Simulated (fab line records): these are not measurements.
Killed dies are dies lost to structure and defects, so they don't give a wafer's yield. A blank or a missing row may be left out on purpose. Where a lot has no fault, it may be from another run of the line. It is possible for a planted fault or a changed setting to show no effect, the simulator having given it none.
The tool behind it: which one? || flow sfqLine || 41 wafers sampled from 14 lots at 1 step of a route of 325

## WHAT EACH GAUGE READ, for each wafer
The record lacks any reading of a measuring or inspecting step that a usual standard deviation could be used to judge.

## WHAT TOOL EACH LOT RAN ON (gives the tool, then ch and the chambers of the sampled wafers, and finally the start)
{"lot": "L182", "SFQ_TRILAYER_I5_LITHO_PEB_147": "lithoTrack-01 ch 0, day 67 15:31"}
{"lot": "L184", "SFQ_TRILAYER_I5_LITHO_PEB_147": "lithoTrack-04 ch 0, day 67 19:07"}
{"lot": "L185", "SFQ_TRILAYER_I5_LITHO_PEB_147": "lithoTrack-04 ch 0, day 67 20:27"}
{"lot": "L188", "SFQ_TRILAYER_I5_LITHO_PEB_147": "lithoTrack-03 ch 0, day 68 18:46"}
{"lot": "L189", "SFQ_TRILAYER_I5_LITHO_PEB_147": "lithoTrack-04 ch 0, day 69 04:20"}
{"lot": "L192", "SFQ_TRILAYER_I5_LITHO_PEB_147": "lithoTrack-03 ch 0, day 69 22:12"}
{"lot": "L193", "SFQ_TRILAYER_I5_LITHO_PEB_147": "lithoTrack-04, day 69 23:28"}
{"lot": "L194", "SFQ_TRILAYER_I5_LITHO_PEB_147": "lithoTrack-04, day 70 00:39"}
{"lot": "L197", "SFQ_TRILAYER_I5_LITHO_PEB_147": "lithoTrack-03 ch 0, day 79 07:59"}
{"lot": "L198", "SFQ_TRILAYER_I5_LITHO_PEB_147": "lithoTrack-01 ch 0, day 79 09:11"}
{"lot": "L199", "SFQ_TRILAYER_I5_LITHO_PEB_147": "lithoTrack-04 ch 0, day 79 15:11"}
{"lot": "L202", "SFQ_TRILAYER_I5_LITHO_PEB_147": "lithoTrack-03 ch 0, day 79 22:21"}
{"lot": "L203", "SFQ_TRILAYER_I5_LITHO_PEB_147": "lithoTrack-04 ch 0, day 80 04:23"}
{"lot": "L204", "SFQ_TRILAYER_I5_LITHO_PEB_147": "lithoTrack-04 ch 0, day 81 00:45"}
- SFQ_TRILAYER_I5_LITHO_PEB_147: peb time 60 s.

## WHAT THE TOOLS THEMSELVES READ (means of the sampled wafers that have a number; where no wafer has one, the mark that the record gives instead)
SFQ_TRILAYER_I5_LITHO_PEB_147. Usual: chillPlateTempC 22.99 C, standard deviation 0.1; exhaustPa 45.1 Pa, standard deviation 0.83.
{"lot": "L182", "tool": "lithoTrack-01", "chillPlateTempC (C)": 22.89, "exhaustPa (Pa)": 45.0, "flag": ""}
{"lot": "L184", "tool": "lithoTrack-04", "chillPlateTempC (C)": 22.77, "exhaustPa (Pa)": 44.9, "flag": ""}
{"lot": "L185", "tool": "lithoTrack-04", "chillPlateTempC (C)": 23.10, "exhaustPa (Pa)": 44.8, "flag": ""}
{"lot": "L188", "tool": "lithoTrack-03", "chillPlateTempC (C)": 22.94, "exhaustPa (Pa)": 45.7, "flag": ""}
{"lot": "L189", "tool": "lithoTrack-04", "chillPlateTempC (C)": 23.08, "exhaustPa (Pa)": 44.5, "flag": ""}
{"lot": "L192", "tool": "lithoTrack-03", "chillPlateTempC (C)": 22.88, "exhaustPa (Pa)": 45.5, "flag": ""}
{"lot": "L193", "tool": "lithoTrack-04", "chillPlateTempC (C)": "-", "exhaustPa (Pa)": "-", "flag": "OFF"}
{"lot": "L194", "tool": "lithoTrack-04", "chillPlateTempC (C)": "-", "exhaustPa (Pa)": "-", "flag": "OFF"}
{"lot": "L197", "tool": "lithoTrack-03", "chillPlateTempC (C)": 23.11, "exhaustPa (Pa)": 45.5, "flag": ""}
{"lot": "L198", "tool": "lithoTrack-01", "chillPlateTempC (C)": 23.03, "exhaustPa (Pa)": 45.2, "flag": ""}
{"lot": "L199", "tool": "lithoTrack-04", "chillPlateTempC (C)": 23.06, "exhaustPa (Pa)": 45.3, "flag": ""}
{"lot": "L202", "tool": "lithoTrack-03", "chillPlateTempC (C)": 22.98, "exhaustPa (Pa)": 45.1, "flag": ""}
{"lot": "L203", "tool": "lithoTrack-04", "chillPlateTempC (C)": 23.09, "exhaustPa (Pa)": 45.9, "flag": ""}
{"lot": "L204", "tool": "lithoTrack-04", "chillPlateTempC (C)": 22.99, "exhaustPa (Pa)": 44.8, "flag": ""}

## THE ANSWER, worked out from the rows above alone
Rule: a lot is off if the mean of its wafers that have a number lies more than 3 standard deviations from the usual mean. A lot without any number at a reading at which 4 lots or more have one is off too. Where the step has rows for the other lots, those lots are counted as sound. After the gauges, taken in route order, come the tools' own readings; for these a lot's mean is taken, as printed above. The first step at which some lot is off is used, and at that step the reading that is off furthest; a lot without a number counts as furthest.
Off: L193, L194, at SFQ_TRILAYER_I5_LITHO_PEB_147 (chillPlateTempC). Without a number there: L193, L194.
If a tool, at that step or one of the process steps before it, ran each lot that is off and ran no sound lot following the first of them, it fits. None of those tried fits.

## WHAT THE SIMULATOR HAD INSERTED
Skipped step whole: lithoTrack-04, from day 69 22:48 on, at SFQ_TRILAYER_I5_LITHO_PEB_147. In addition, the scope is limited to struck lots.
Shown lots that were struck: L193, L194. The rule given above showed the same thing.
